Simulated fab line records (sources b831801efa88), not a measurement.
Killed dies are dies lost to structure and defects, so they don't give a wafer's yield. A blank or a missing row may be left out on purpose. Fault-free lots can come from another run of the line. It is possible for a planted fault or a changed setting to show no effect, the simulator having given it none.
The tool behind it: which one? || flow sky130 || 14 lots, 42 wafers sampled, at 5 steps of a route of 708

## WHAT THE GAUGES SHOWED, per wafer
SKY_SONOS_TUNNEL_OVL_MEAS_08.
{"lot": "L525", "measured": "day 11 15:51", "on": "overlay-02", "SONOS_TUNNEL_OVL (nm)": "-1.3 -0.8 -0.7"}
{"lot": "L526", "measured": "day 11 19:04", "on": "overlay-02", "SONOS_TUNNEL_OVL (nm)": "-1.1 -0.8 -1.0"}
{"lot": "L528", "measured": "day 12 07:48", "on": "overlay-01", "SONOS_TUNNEL_OVL (nm)": "0.6 2.3 2.1"}
{"lot": "L532", "measured": "day 13 15:27", "on": "overlay-01", "SONOS_TUNNEL_OVL (nm)": "1.5 0.0 0.3"}
{"lot": "L533", "measured": "day 14 00:07", "on": "overlay-02", "SONOS_TUNNEL_OVL (nm)": "-1.1 -0.7 0.6"}
{"lot": "L535", "measured": "day 14 18:04", "on": "overlay-01", "SONOS_TUNNEL_OVL (nm)": "-1.2 -1.4 0.4"}
{"lot": "L536", "measured": "day 15 01:43", "on": "overlay-01", "SONOS_TUNNEL_OVL (nm)": "0.5 -0.7 1.5"}
{"lot": "L537", "measured": "day 15 05:34", "on": "overlay-02", "SONOS_TUNNEL_OVL (nm)": "-2.0 -0.2 -2.9"}
{"lot": "L538", "measured": "day 15 17:09", "on": "overlay-02", "SONOS_TUNNEL_OVL (nm)": "0.8 -1.6 -1.4"}
{"lot": "L544", "measured": "day 18 00:37", "on": "overlay-02", "SONOS_TUNNEL_OVL (nm)": "-1.6 -0.6 -2.6"}
{"lot": "L545", "measured": "day 18 06:43", "on": "overlay-02", "SONOS_TUNNEL_OVL (nm)": "-1.5 -1.9 -0.3"}
{"lot": "L546", "measured": "day 18 08:15", "on": "overlay-02", "SONOS_TUNNEL_OVL (nm)": "-1.4 -0.4 -0.9"}
{"lot": "L547", "measured": "day 18 16:57", "on": "overlay-02", "SONOS_TUNNEL_OVL (nm)": "1.1 1.8 1.1"}
{"lot": "L548", "measured": "day 20 07:23", "on": "overlay-02", "SONOS_TUNNEL_OVL (nm)": "0.0 1.0 -1.4"}

SKY_SONOS_ONO_THK_MEAS_01.
{"lot": "L525", "measured": "day 11 19:01", "on": "film_metro-04", "SONOS_ONO_OXIDATION_THK (nm)": "2.65 2.59 2.63"}
{"lot": "L526", "measured": "day 11 22:32", "on": "film_metro-04", "SONOS_ONO_OXIDATION_THK (nm)": "2.60 2.66 2.67"}
{"lot": "L528", "measured": "day 12 10:40", "on": "film_metro-03", "SONOS_ONO_OXIDATION_THK (nm)": "2.66 2.51 2.65"}
{"lot": "L532", "measured": "day 13 18:15", "on": "film_metro-03", "SONOS_ONO_OXIDATION_THK (nm)": "2.58 2.53 2.53"}
{"lot": "L533", "measured": "day 14 02:17", "on": "film_metro-03", "SONOS_ONO_OXIDATION_THK (nm)": "2.65 2.65 2.60"}
{"lot": "L535", "measured": "day 14 21:30", "on": "film_metro-03", "SONOS_ONO_OXIDATION_THK (nm)": "2.60 2.58 2.56"}
{"lot": "L536", "measured": "day 15 03:43", "on": "film_metro-03", "SONOS_ONO_OXIDATION_THK (nm)": "2.61 2.64 2.62"}
{"lot": "L537", "measured": "day 15 07:26", "on": "film_metro-02", "SONOS_ONO_OXIDATION_THK (nm)": "2.61 2.65 2.63"}
{"lot": "L538", "measured": "day 15 19:55", "on": "film_metro-02", "SONOS_ONO_OXIDATION_THK (nm)": "2.60 2.65 2.56"}
{"lot": "L544", "measured": "day 18 05:09", "on": "film_metro-04", "SONOS_ONO_OXIDATION_THK (nm)": "2.67 2.69 2.66"}
{"lot": "L545", "measured": "day 18 10:00", "on": "film_metro-03", "SONOS_ONO_OXIDATION_THK (nm)": "2.59 2.60 2.59"}
{"lot": "L546", "measured": "day 18 12:25", "on": "film_metro-04", "SONOS_ONO_OXIDATION_THK (nm)": "2.70 2.70 2.64"}
{"lot": "L547", "measured": "day 18 20:39", "on": "film_metro-02", "SONOS_ONO_OXIDATION_THK (nm)": "2.59 2.63 2.52"}
{"lot": "L548", "measured": "day 20 09:16", "on": "film_metro-03", "SONOS_ONO_OXIDATION_THK (nm)": "2.67 2.61 2.61"}

SKY_LDD_LDN_TW_MEAS_13.
{"lot": "L525", "measured": "day 23 03:07", "on": "film_metro-04", "LDD_LDN_TW": "1485 1485 1487"}
{"lot": "L526", "measured": "day 23 09:40", "on": "film_metro-04", "LDD_LDN_TW": "1481 1482 1481"}
{"lot": "L528", "measured": "day 23 20:16", "on": "film_metro-04", "LDD_LDN_TW": "1483 1486 1481"}
{"lot": "L532", "measured": "day 25 14:55", "on": "film_metro-04", "LDD_LDN_TW": "1485 1489 1492"}
{"lot": "L533", "measured": "day 25 23:23", "on": "film_metro-04", "LDD_LDN_TW": "1486 1484 1490"}
{"lot": "L535", "measured": "day 26 15:11", "on": "film_metro-04", "LDD_LDN_TW": "1494 1475 1483"}
{"lot": "L536", "measured": "day 26 22:30", "on": "film_metro-03", "LDD_LDN_TW": "1340 1341 1346 1339 1347 1339"}
{"lot": "L537", "measured": "day 27 03:53", "on": "film_metro-02", "LDD_LDN_TW": "1367 1364 1375 1378 1368 1367"}
{"lot": "L538", "measured": "day 27 16:29", "on": "film_metro-02", "LDD_LDN_TW": "1490 1491 1488"}
{"lot": "L544", "measured": "day 29 22:27", "on": "film_metro-04", "LDD_LDN_TW": "1479 1488 1475"}
{"lot": "L545", "measured": "day 30 02:45", "on": "film_metro-03", "LDD_LDN_TW": "1454 1458 1459"}
{"lot": "L546", "measured": "day 30 21:29", "on": "film_metro-02", "LDD_LDN_TW": "1493 1491 1497"}
{"lot": "L547", "measured": "day 30 22:31", "on": "film_metro-03", "LDD_LDN_TW": "1459 1456 1460"}
{"lot": "L548", "measured": "day 31 17:53", "on": "film_metro-02", "LDD_LDN_TW": "1485 1481 1490"}

SKY_METAL1_RS_MEAS_05: uses a four-point probe to measure.
{"lot": "L525", "measured": "day 32 08:31", "on": "film_metro-01", "METAL1_ALCU_RS (ohm/sq)": "0.1275 0.1263 0.1263"}
{"lot": "L526", "measured": "day 32 09:17", "on": "film_metro-01", "METAL1_ALCU_RS (ohm/sq)": "0.1261 0.1267 0.1258"}
{"lot": "L528", "measured": "day 32 12:43", "on": "film_metro-04", "METAL1_ALCU_RS (ohm/sq)": "0.1272 0.1251 0.1266"}
{"lot": "L532", "measured": "day 34 01:32", "on": "film_metro-02", "METAL1_ALCU_RS (ohm/sq)": "0.1263 0.1248 0.1257"}
{"lot": "L533", "measured": "day 34 10:06", "on": "film_metro-04", "METAL1_ALCU_RS (ohm/sq)": "0.1276 0.1274 0.1281"}
{"lot": "L535", "measured": "day 35 00:38", "on": "film_metro-01", "METAL1_ALCU_RS (ohm/sq)": "0.1302 0.1306 0.1289"}
{"lot": "L538", "measured": "day 36 02:13", "on": "film_metro-01", "METAL1_ALCU_RS (ohm/sq)": "0.1280 0.1290 0.1287"}
{"lot": "L544", "measured": "day 37 23:44", "on": "film_metro-04", "METAL1_ALCU_RS (ohm/sq)": "0.1276 0.1277 0.1275"}
{"lot": "L545", "measured": "day 38 07:31", "on": "film_metro-04", "METAL1_ALCU_RS (ohm/sq)": "0.1264 0.1251 0.1256"}
{"lot": "L546", "measured": "day 38 22:07", "on": "film_metro-01", "METAL1_ALCU_RS (ohm/sq)": "0.1274 0.1291 0.1285"}
{"lot": "L547", "measured": "day 38 23:40", "on": "film_metro-02", "METAL1_ALCU_RS (ohm/sq)": "0.1258 0.1257 0.1265"}
{"lot": "L548", "measured": "day 39 15:29", "on": "film_metro-02", "METAL1_ALCU_RS (ohm/sq)": "0.1268 0.1278 0.1280"}

## TOOL THAT RAN EACH LOT (tool first, then ch and the chambers of the sampled wafers, then the start)
{"lot": "L525", "SKY_LDD_LDN_IMPLANT_08": "implanter-01 ch 0, day 23 02:25"}
{"lot": "L526", "SKY_LDD_LDN_IMPLANT_08": "implanter-01 ch 0, day 23 08:59"}
{"lot": "L528", "SKY_LDD_LDN_IMPLANT_08": "implanter-04 ch 0, day 23 19:34"}
{"lot": "L532", "SKY_LDD_LDN_IMPLANT_08": "implanter-02 ch 0, day 25 14:13"}
{"lot": "L533", "SKY_LDD_LDN_IMPLANT_08": "implanter-02 ch 0, day 25 22:42"}
{"lot": "L535", "SKY_LDD_LDN_IMPLANT_08": "implanter-01 ch 0, day 26 14:29"}
{"lot": "L536", "SKY_LDD_LDN_IMPLANT_08": "implanter-04, day 26 21:50"}
{"lot": "L537", "SKY_LDD_LDN_IMPLANT_08": "implanter-04, day 27 03:13"}
{"lot": "L538", "SKY_LDD_LDN_IMPLANT_08": "implanter-02 ch 0, day 27 15:48"}
{"lot": "L544", "SKY_LDD_LDN_IMPLANT_08": "implanter-04 ch 0, day 29 21:47"}
{"lot": "L545", "SKY_LDD_LDN_IMPLANT_08": "implanter-02 ch 0, day 30 02:05"}
{"lot": "L546", "SKY_LDD_LDN_IMPLANT_08": "implanter-01 ch 0, day 30 20:47"}
{"lot": "L547", "SKY_LDD_LDN_IMPLANT_08": "implanter-01 ch 0, day 30 21:49"}
{"lot": "L548", "SKY_LDD_LDN_IMPLANT_08": "implanter-01 ch 0, day 31 17:13"}
- SKY_LDD_LDN_IMPLANT_08

## WHAT THE TOOLS THEMSELVES READ (means of the sampled wafers that have a number; where no wafer has one, the mark that the record gives instead)
SKY_LDD_LDN_IMPLANT_08.
{"lot": "L525", "tool": "implanter-01", "beam_energy_keV": 15.000, "beam_on_s (s)": 9.79, "dose_ions_cm2": 1.2505e+13, "end_station_pressure_torr (Torr)": 5.23e-06}
{"lot": "L526", "tool": "implanter-01", "beam_energy_keV": 14.999, "beam_on_s (s)": 9.91, "dose_ions_cm2": 1.2512e+13, "end_station_pressure_torr (Torr)": 5.23e-06}
{"lot": "L528", "tool": "implanter-04", "beam_energy_keV": 14.997, "beam_on_s (s)": 10.16, "dose_ions_cm2": 1.2499e+13, "end_station_pressure_torr (Torr)": 4.89e-06}
{"lot": "L532", "tool": "implanter-02", "beam_energy_keV": 15.002, "beam_on_s (s)": 10.09, "dose_ions_cm2": 1.2514e+13, "end_station_pressure_torr (Torr)": 5.25e-06}
{"lot": "L533", "tool": "implanter-02", "beam_energy_keV": 15.005, "beam_on_s (s)": 10.07, "dose_ions_cm2": 1.2487e+13, "end_station_pressure_torr (Torr)": 5.20e-06}
{"lot": "L535", "tool": "implanter-01", "beam_energy_keV": 14.995, "beam_on_s (s)": 9.99, "dose_ions_cm2": 1.2490e+13, "end_station_pressure_torr (Torr)": 5.01e-06}
{"lot": "L536", "tool": "implanter-04", "beam_energy_keV": "-", "beam_on_s (s)": "-", "dose_ions_cm2": "-", "end_station_pressure_torr (Torr)": "-"}
{"lot": "L537", "tool": "implanter-04", "beam_energy_keV": "-", "beam_on_s (s)": "-", "dose_ions_cm2": "-", "end_station_pressure_torr (Torr)": "-"}
{"lot": "L538", "tool": "implanter-02", "beam_energy_keV": 14.996, "beam_on_s (s)": 9.94, "dose_ions_cm2": 1.2501e+13, "end_station_pressure_torr (Torr)": 4.82e-06}
{"lot": "L544", "tool": "implanter-04", "beam_energy_keV": 15.000, "beam_on_s (s)": 9.98, "dose_ions_cm2": 1.2507e+13, "end_station_pressure_torr (Torr)": 5.01e-06}
{"lot": "L545", "tool": "implanter-02", "beam_energy_keV": 14.998, "beam_on_s (s)": 9.94, "dose_ions_cm2": 1.2493e+13, "end_station_pressure_torr (Torr)": 5.13e-06}
{"lot": "L546", "tool": "implanter-01", "beam_energy_keV": 15.001, "beam_on_s (s)": 10.01, "dose_ions_cm2": 1.2499e+13, "end_station_pressure_torr (Torr)": 5.00e-06}
{"lot": "L547", "tool": "implanter-01", "beam_energy_keV": 14.999, "beam_on_s (s)": 10.00, "dose_ions_cm2": 1.2489e+13, "end_station_pressure_torr (Torr)": 5.27e-06}
{"lot": "L548", "tool": "implanter-01", "beam_energy_keV": 15.000, "beam_on_s (s)": 10.05, "dose_ions_cm2": 1.2487e+13, "end_station_pressure_torr (Torr)": 4.90e-06}

## THE ANSWER, worked out from the rows above alone
Rule: the lots themselves supply what counts as usual. The widest of any qualifying gaps counts: lots, ordered by their means at a reading, are off when they make up no more than a third of the lots, leave a main group of 4 or more, and stand apart from it by 3 or more times the standard deviation of that group's means. A main group is skipped when, at the precision printed for the reading in the tables above, its means are all equal. A lot without any number at a reading at which 4 lots or more have one is off too. Where the step has rows for the other lots, those lots are counted as sound. The gauges are gone through in route order, then the tools' own readings, and for those a lot's mean is taken as printed above. The first step at which some lot is off is used, and at that step the reading that is off furthest; a lot without a number counts as furthest.
Off: L536, L537, at SKY_LDD_LDN_TW_MEAS_13 (LDD_LDN_TW). The main group: mean 1481, standard deviation 11.
A tool fits if, at a process step before that reading, it ran every lot that is off, and no sound lot after the first of them. The gauges at SKY_LDD_LDN_TW_MEAS_13 aren't tried: what is off there is off at SKY_LDD_LDN_IMPLANT_08 too, on other tools, and a gauge's error can't cause that. No candidate that was tried fits.

## WHAT THE SIMULATOR HAD PUT IN
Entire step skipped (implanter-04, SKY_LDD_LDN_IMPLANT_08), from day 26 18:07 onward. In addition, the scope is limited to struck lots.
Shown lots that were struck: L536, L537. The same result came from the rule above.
